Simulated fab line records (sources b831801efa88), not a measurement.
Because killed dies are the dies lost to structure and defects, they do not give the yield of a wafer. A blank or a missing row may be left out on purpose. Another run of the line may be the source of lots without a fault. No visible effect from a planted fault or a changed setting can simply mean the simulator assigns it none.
fab line records ; flow sky130 ; part 2 of 2: steps 28 to 36 of 36
record lots=5; wafers=15; last-day=50
route steps=708 shown METAL5@661 PASSIVATION@681 PAD_OPEN@694
lots untouched by any fault: they come from a run of this same line in which no faults occurred
start-h: start of the lot's first displayed wafer, in hours after the record's first day ; wait-h: time in hours since the lot's previous step ; " unchanged from the row above ; L1.1+2: one row covering several wafers at once ; - no value present, or no start provided ; * or withheld: withheld ; < > ~ a bound
route shown NAME@n: a module of which the file shows steps, and the number in the route of the first ; usual: mean/standard deviation of fault-free wafers ; same: alike in all rows ; chamber/n: place in a boat ; sites: the reading at each site ; _std_site: the values' standard deviation ; _edge_site: mean of outer sites minus mean of inner sites ; radius-mm: how far each site lies from the wafer's centre ; mask NAME#n: copy n ; behind: the last tool/chamber to shape the wafer ; hold: reason for holding the lot/hours on hold/outcome of the hold ; device: which transistor (n, p or np) failed to switch ; end of line: the same wafers' tests at the end of the route ; step lacking rows: just its recipe ; killed: dies lost to structure and defects at the first sort, not the wafer's yield ; map: per-die view of a wafer (x killed, . not killed, _ where there is no die)
set.NAME: the setting the step ran with; set.NAME@STEP: the setting that earlier step ran with ; model.NAME: the simulator's own value behind a step, which no gauge read
certain route steps with their lots: each step a table, each wafer a row
services: from which hour (start-h, from the record's first day; less than 0 if before it) a tool's chamber was out of use, for how many hours, and why
## steps
# step SKY_PASSIVATION_SOFTBAKE_07
# recipe temp-c=110; time-s=withheld
# usual plate-temp-C=109.99/0.13
lot.wafer;tool;chamber;start-h;wait-h;plate-temp-C
L083.1;litho-track-01;0;1096.09;0.1;110.14
L083.3;litho-track-01;0;1096.09;0.1;110.08
L083.4;litho-track-01;0;1096.09;0.1;110.01
L088.1;litho-track-03;0;1142.50;0.1;110.09
L088.2;litho-track-03;0;1142.50;0.1;110.24
L088.6;litho-track-03;0;1142.50;0.1;109.92
L090.1;litho-track-03;0;1144.75;0.1;110.12
L090.5;litho-track-03;0;1144.75;0.1;110.17
L090.6;litho-track-03;0;1144.75;0.1;110.05
L096.1;litho-track-02;0;1166.67;0.1;110.06
L096.2;litho-track-02;0;1166.67;0.1;110.22
L096.3;litho-track-02;0;1166.67;0.1;110.06
L097.2;litho-track-02;0;1167.70;0.1;110.07
L097.5;litho-track-02;0;1167.70;0.1;109.97
L097.6;litho-track-02;0;1167.70;0.1;109.93
# step SKY_PASSIVATION_EXPOSE_08
# recipe mask-id=NSM; target-cd-nm=3000; na=0.57; dose-mj=260
# usual exposure-dose-mJ-cm2=260.01/0.29; reticle-temp-C=23.00/0.11
lot.wafer;tool;chamber;start-h;wait-h;mask;exposure-dose-mJ-cm2;reticle-temp-C
L083.1;iline-stepper-02;0;-;-;NSM#0;259.84;23.01
L083.3;iline-stepper-02;0;-;-;NSM#0;260.08;23.05
L083.4;iline-stepper-02;0;-;-;NSM#0;260.28;23.00
L088.1;iline-stepper-02;0;-;-;NSM#0;260.02;22.73
L088.2;iline-stepper-02;0;-;-;NSM#0;260.20;22.98
L088.6;iline-stepper-02;0;-;-;NSM#0;260.30;22.95
L090.1;iline-stepper-01;0;-;-;NSM#0;259.94;23.09
L090.5;iline-stepper-01;0;-;-;NSM#0;259.98;23.01
L090.6;iline-stepper-01;0;-;-;NSM#0;260.43;23.00
L096.1;iline-stepper-01;0;-;-;NSM#0;259.72;22.96
L096.2;iline-stepper-01;0;-;-;NSM#0;260.02;22.94
L096.3;iline-stepper-01;0;-;-;NSM#0;259.88;22.92
L097.2;iline-stepper-01;0;-;-;NSM#0;260.24;22.97
L097.5;iline-stepper-01;0;-;-;NSM#0;260.20;23.01
L097.6;iline-stepper-01;0;-;-;NSM#0;260.03;23.04
# step SKY_PASSIVATION_PEB_09
# recipe temp-c=115; time-s=withheld
# usual plate-temp-C=115.01/0.13
lot.wafer;tool;chamber;start-h;wait-h;plate-temp-C
L083.1;litho-track-03;0;-;-;115.16
L083.3;litho-track-03;0;-;-;114.85
L083.4;litho-track-03;0;-;-;115.01
L088.1;litho-track-02;0;-;-;114.85
L088.2;litho-track-02;0;-;-;115.04
L088.6;litho-track-02;0;-;-;114.80
L090.1;litho-track-01;0;-;-;115.17
L090.5;litho-track-01;0;-;-;115.03
L090.6;litho-track-01;0;-;-;115.11
L096.1;litho-track-01;0;-;-;114.96
L096.2;litho-track-01;0;-;-;114.95
L096.3;litho-track-01;0;-;-;115.07
L097.2;litho-track-01;0;-;-;115.09
L097.5;litho-track-01;0;-;-;115.10
L097.6;litho-track-01;0;-;-;114.95
# step SKY_PASSIVATION_DEVELOP_10
# recipe develop-time-s=60; dev-temp-c=23
lot.wafer;tool;chamber;start-h;wait-h
L083.1+3+4;litho-track-03;0;-;-
L088.1+2+6;litho-track-02;0;-;-
L090.1+5+6;litho-track-01;0;-;-
L096.1+2+3;litho-track-01;0;-;-
L097.2+5+6;litho-track-01;0;-;-
# step SKY_PASSIVATION_ETCH_11
# recipe chemistry=CF4/O2; target-depth-nm=725; stop-on=AlCu; source-w=778.6; bias-w=150; pressure-mtorr=150; cf4-flow-sccm=80; O2_flow_sccm=10; time-s=161.1
# usual drypump-motor-current-A=5.9/0.51; oes-product-au=0.973/0.0066; throttle-valve-pct=5.965/0.0093
lot.wafer;tool;chamber;start-h;wait-h;drypump-motor-current-A;oes-product-au;rf-hours-counter-h;throttle-valve-pct
L083.1;rie-diel-04;2;1107.60;-;5.8;0.979;7;5.965
L083.3;rie-diel-04;1;1107.60;-;5.9;0.970;5;5.981
L083.4;rie-diel-04;3;1107.60;-;6.5;0.980;-;5.963
L088.1;rie-diel-04;0;1152.22;-;5.1;0.963;2;5.975
L088.2;rie-diel-04;1;1152.22;-;5.9;0.977;7;5.965
L088.6;rie-diel-04;0;1152.22;-;5.1;0.978;-;5.973
L090.1;rie-diel-03;3;1153.89;-;6.4;0.971;27;5.973
L090.5;rie-diel-03;0;1153.89;-;6.4;0.979;-;5.956
L090.6;rie-diel-03;1;1153.89;-;5.1;0.984;-;5.962
L096.1;rie-diel-04;2;1174.94;-;5.8;0.967;10;5.950
L096.2;rie-diel-04;0;1174.94;-;5.1;0.974;3;5.958
L096.3;rie-diel-04;1;1174.94;-;5.9;0.971;8;5.957
L097.2;rie-diel-03;0;1175.64;-;6.4;0.965;30;5.951
L097.5;rie-diel-03;0;1175.64;-;6.4;0.971;-;5.967
L097.6;rie-diel-03;1;1175.64;-;5.1;0.973;-;5.962
# step SKY_PASSIVATION_STRIP_12
# recipe chemistry=O2/N2; power-w=1400; pressure-mtorr=1500; platen-temp-c=withheld; overash-fraction=0.7; o2-flow-sccm=3000; n2-flow-sccm=300
# usual drypump-motor-current-A=5.5/0.38; oes-product-au=0.661/0.0043; strip-time-to-endpoint-s=31.63/0.12
# same overash-fraction=0.7
lot.wafer;tool;chamber;start-h;wait-h;drypump-motor-current-A;oes-product-au;rf-hours-counter-h;strip-time-to-endpoint-s
L083.1;plasma-asher-02;1;1107.71;0.1;6.2;0.663;65;31.49
L083.3;plasma-asher-02;0;1107.71;0.1;5.7;0.664;-;31.66
L083.4;plasma-asher-02;1;1107.71;0.1;6.1;0.661;-;31.64
L088.1;plasma-asher-01;1;1152.33;0.1;5.1;0.660;9;31.62
L088.2;plasma-asher-01;0;1152.33;0.1;5.1;0.661;9;31.57
L088.6;plasma-asher-01;1;1152.33;0.1;5.1;0.665;-;31.50
L090.1;plasma-asher-02;1;1154.00;0.1;6.1;0.664;70;31.55
L090.5;plasma-asher-02;0;1154.00;0.1;5.7;0.660;-;31.66
L090.6;plasma-asher-02;1;1154.00;0.1;6.1;0.660;-;31.47
L096.1;plasma-asher-02;0;1175.05;0.1;5.7;0.660;72;31.43
L096.2;plasma-asher-02;1;1175.05;0.1;6.1;0.663;72;31.29
L096.3;plasma-asher-02;0;1175.05;0.1;5.7;0.662;-;31.55
L097.2;plasma-asher-01;1;1175.75;0.1;5.2;0.662;11;31.78
L097.5;plasma-asher-01;1;1175.75;0.1;5.1;0.660;-;31.72
L097.6;plasma-asher-01;0;1175.75;0.1;5.1;0.655;-;31.55
# step SKY_PAD_OPEN_DEHYDRATE_00
# recipe temp-c=200; time-s=60
# usual plate-temp-C=200.00/0.17
lot.wafer;tool;chamber;start-h;wait-h;plate-temp-C
L083.1;litho-track-04;0;1115.86;8.1;200.43
L083.3;litho-track-04;0;1115.86;8.1;200.22
L083.4;litho-track-04;0;1115.86;8.1;200.28
L088.1;litho-track-02;0;1160.07;7.7;199.92
L088.2;litho-track-02;0;1160.07;7.7;200.05
L088.6;litho-track-02;0;1160.07;7.7;200.00
L090.1;litho-track-02;0;1161.87;7.8;200.33
L090.5;litho-track-02;0;1161.87;7.8;200.01
L090.6;litho-track-02;0;1161.87;7.8;200.22
L096.1;litho-track-04;0;1182.56;7.5;199.97
L096.2;litho-track-04;0;1182.56;7.5;200.01
L096.3;litho-track-04;0;1182.56;7.5;200.00
L097.2;litho-track-04;0;1183.24;7.5;199.78
L097.5;litho-track-04;0;1183.24;7.5;199.81
L097.6;litho-track-04;0;1183.24;7.5;199.88
# step SKY_PAD_OPEN_HMDS_01
# recipe prime-time-s=60; prime-temp-c=120
lot.wafer;tool;chamber;start-h;wait-h
L083.1+3+4;litho-track-04;0;1116.01;0.1
L088.1+2+6;litho-track-02;0;1160.22;0.1
L090.1+5+6;litho-track-02;0;1162.02;0.1
L096.1+2+3;litho-track-04;0;1182.71;0.1
L097.2+5+6;litho-track-04;0;1183.39;0.1
# step SKY_PAD_OPEN_COAT_02
# recipe spin-rpm=2000; resist-thk-nm=3000
# usual dispense-pressure-kPa=49.7/2.2
lot.wafer;tool;chamber;start-h;wait-h;dispense-pressure-kPa
L083.1;litho-track-04;0;1116.16;0.1;51.0
L083.3;litho-track-04;0;1116.16;0.1;51.1
L083.4;litho-track-04;0;1116.16;0.1;51.0
L088.1;litho-track-02;0;1160.37;0.1;50.9
L088.2;litho-track-02;0;1160.37;0.1;50.9
L088.6;litho-track-02;0;1160.37;0.1;51.0
L090.1;litho-track-02;0;1162.17;0.1;50.9
L090.5;litho-track-02;0;1162.17;0.1;50.9
L090.6;litho-track-02;0;1162.17;0.1;50.9
L096.1;litho-track-04;0;1182.86;0.1;51.1
L096.2;litho-track-04;0;1182.86;0.1;51.0
L096.3;litho-track-04;0;1182.86;0.1;51.0
L097.2;litho-track-04;0;1183.54;0.1;51.1
L097.5;litho-track-04;0;1183.54;0.1;51.0
L097.6;litho-track-04;0;1183.54;0.1;51.0
## services
tool;chamber;start-h;hours;kind
pvd-sputter-04;-;1044.59;3.3;repair
rie-metal-02;-;1045.09;28.1;pm
plasma-asher-01;-;1045.88;0.9;repair
rie-diel-03;0;1051.92;1.3;repair
plasma-asher-01;-;1055.25;9.0;pm
rie-diel-04;2;1064.72;2.4;repair
iline-stepper-02;-;1070.66;1.7;pm
iline-stepper-01;-;1072.92;3.4;repair
plasma-asher-02;-;1079.54;2.8;pm
pvd-sputter-04;-;1079.99;20.8;repair
rie-diel-04;-;1088.31;14.6;pm
pecvd-03;0;1096.34;21.0;repair
rie-metal-01;1;1102.17;14.1;repair
iline-stepper-01;-;1105.85;2.1;pm
wet-bench-04;-;1109.91;2.0;repair
rie-metal-02;-;1122.91;2.8;pm
pecvd-03;0;1123.24;3.9;repair
rie-metal-01;-;1127.21;0.8;repair
plasma-asher-02;-;1156.37;0.8;repair
plasma-asher-02;-;1161.63;3.2;repair
pvd-sputter-01;-;1168.79;0.9;repair
pvd-sputter-01;-;1169.23;2.4;repair
rie-diel-04;3;1176.84;10.0;repair
pvd-sputter-01;-;1177.36;11.5;repair
